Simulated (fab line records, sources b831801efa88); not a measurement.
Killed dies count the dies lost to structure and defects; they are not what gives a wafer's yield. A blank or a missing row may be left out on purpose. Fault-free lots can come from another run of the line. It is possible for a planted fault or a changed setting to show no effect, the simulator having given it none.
A lot that was struck, set against a sound lot :: flow gf180mcu :: 16 steps out of a route of 602
Sound: the wafers L633.1, L633.2, L633.6. The struck wafers were L646.3, L646.4, L646.5. The cause is named last.
At each step with rows: each side's tool, then ch and its chambers, then its first start. Under that, the readings that differ: sound wafers :: struck wafers :: difference of the means :: sigmas: that difference in standard deviations of wafers without a fault.
alike: words and numbers the same on both sides, and readings whose means are apart by under 2 such deviations; not compared: readings that were withheld, readings missing a value for some wafer, numbers with overlapping values and no deviation given by the record, and bounds like >300 which may hide the same value.
The two part at a step that has a row with sigmas, a row that says differs or no value, or rows on one side only. Numbers that have no deviation but don't overlap get no sigmas and don't part them. A reading that every wafer of one side lacks parts them only if that side has two wafers or more.

GF_M4_SPUTTER_04: material TiN, target thk 50 nm, time 41.7 s.
  sound on pvd sputter-02 at day 24 22:22; struck on pvd sputter-04 at day 28 20:55
  alike: throttle valve pct
GF_M4_RS_MEAS_05: uses a four-point probe to measure.
  sound on film metro-02 at day 24 22:25; struck on film metro-01 at day 28 21:00
  alike: M4_ALCU_RS
GF_M4_THK_MEAS_06: measures by xrf.
  sound on film metro-02 at day 24 22:32; struck on film metro-01 at day 28 21:06
  alike: M4_ALCU_THK
then, 7 steps without rows for these wafers: GF_M4_DEHYDRATE_07 (time 60 s); GF_M4_HMDS_08 (prime time 60 s); GF_M4_COAT_09 (resist thk 1000 nm); GF_M4_SOFTBAKE_10 (time 60 s); GF_M4_EXPOSE_11 (exposes mask Metal4, target cd 280 nm); GF_M4_PEB_12 (peb time 90 s); GF_M4_DEVELOP_13 (develop time 60 s).
GF_M4_CD_MEAS_14: the cd target is 280 nm.
  sound on cd sem-01 at day 25 19:43; struck on cd sem-02 at day 29 15:59
  alike: cd nm
GF_M4_OVL_MEAS_15:
  sound on overlay-02 at day 25 19:50; struck on overlay-02 at day 29 16:05
reading: M4_OVL (nm)
sound: -10 -8 -17
struck: 9 3 4
difference: +17
sigmas: +3
GF_M4_METAL_ETCH_16: etches the open film in Cl2/BCl3, stops on SiO2, target depth 750.8 nm, time 125.1 s.
  sound on rie metal-04 ch 0,1, day 25 19:52; struck on rie metal-02 ch 0,1, day 29 16:09
reading: rf fwd power W (W)
sound: 793.2 797.0 796.1
struck: 927.6 915.5 914.1
difference: +123.6
sigmas: +49

reading: model.KrF_of_M4_COAT_09.thk nm (nm)
sound: 682.6 684.7 685.2
struck: 639 644.3 645.3
difference: -41
sigmas: 
  alike: chamber pressure mTorr, drypump motor current A, oes product au, throttle valve pct
  not compared: rf hours counter h
GF_M4_STRIP_17: strips in O2/N2.
  sound on plasma asher-03 ch 0,1, day 25 19:59; struck on plasma asher-03 ch 0,1, day 29 16:16
reading: oes product au (a.u.)
sound: 0.534 0.537 0.532
struck: 0.519 0.523 0.526
difference: -0.012
sigmas: -2

reading: strip time to endpoint s (s)
sound: 7.38 7.38 7.40
struck: 6.93 6.99 6.98
difference: -0.42
sigmas: -9
  alike: chamber pressure mTorr, drypump motor current A, heater power w, platen temp c
  not compared: rf hours counter h
then, 2 steps without rows for these wafers: GF_M4_STRIP_18 (strips in post etch residue remover, time 1200 s); GF_PASSIVATION_PROBE_99.

## WHERE THEY PART
At GF_M4_OVL_MEAS_15 first; at GF_M4_STRIP_17 last (within this record only).

WHY: whatever the simulator had introduced
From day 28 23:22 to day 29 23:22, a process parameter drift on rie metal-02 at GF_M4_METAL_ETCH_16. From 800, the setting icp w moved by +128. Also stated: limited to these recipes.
